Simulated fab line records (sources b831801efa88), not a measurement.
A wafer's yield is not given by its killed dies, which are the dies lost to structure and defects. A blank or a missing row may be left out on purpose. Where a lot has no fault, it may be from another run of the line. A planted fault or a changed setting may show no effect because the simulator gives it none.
Which tool was responsible? ; flow sky130 ; route of 708 steps, sampled at 1 step: 11 lots, 33 wafers

== WHAT THE GAUGES READ, wafer by wafer ==
SKY_VIA4_THK_MEAS_20: measures by xrf.
lot;measured;on;VIA4_W_THK (nm)
L963;day 42 12:14;film_metro-01;505 507 512
L964;day 43 05:16;film_metro-02;504 497 503
L965;day 43 08:06;film_metro-01;495 504 489
L967;day 43 16:33;film_metro-02;502 501 502
L970;day 45 00:17;film_metro-01;511 503 514
L975;day 46 05:29;film_metro-02;497 506 499
L978;day 47 10:13;film_metro-01;503 507 510
L980;day 47 13:14;film_metro-02;504 506 513
L984;day 48 03:17;film_metro-02;496 497 495
L983;day 48 06:47;film_metro-03;511 513 501
L985;day 48 11:05;film_metro-02;498 504 499

== WHAT TOOL EACH LOT RAN ON (gives the tool, then ch and the chambers of the sampled wafers, and finally the start) ==
Before these readings, the record contains no process step.

== THE ANSWER, worked out from the rows above alone ==
Rule: usual is defined by the lots themselves. The widest of any qualifying gaps counts: lots, ordered by their means at a reading, are off when they make up no more than a third of the lots, leave a main group of 4 or more, and stand apart from it by 3 or more times the standard deviation of that group's means. Not used: any main group whose means are identical at the precision the tables above print for the reading. A lot without any number at a reading at which 4 lots or more have one is off too. Where the step has rows for the other lots, those lots are counted as sound.
No lot is off at any reading shown: from this, nothing can be told.

== WHAT THE SIMULATOR PUT IN ==
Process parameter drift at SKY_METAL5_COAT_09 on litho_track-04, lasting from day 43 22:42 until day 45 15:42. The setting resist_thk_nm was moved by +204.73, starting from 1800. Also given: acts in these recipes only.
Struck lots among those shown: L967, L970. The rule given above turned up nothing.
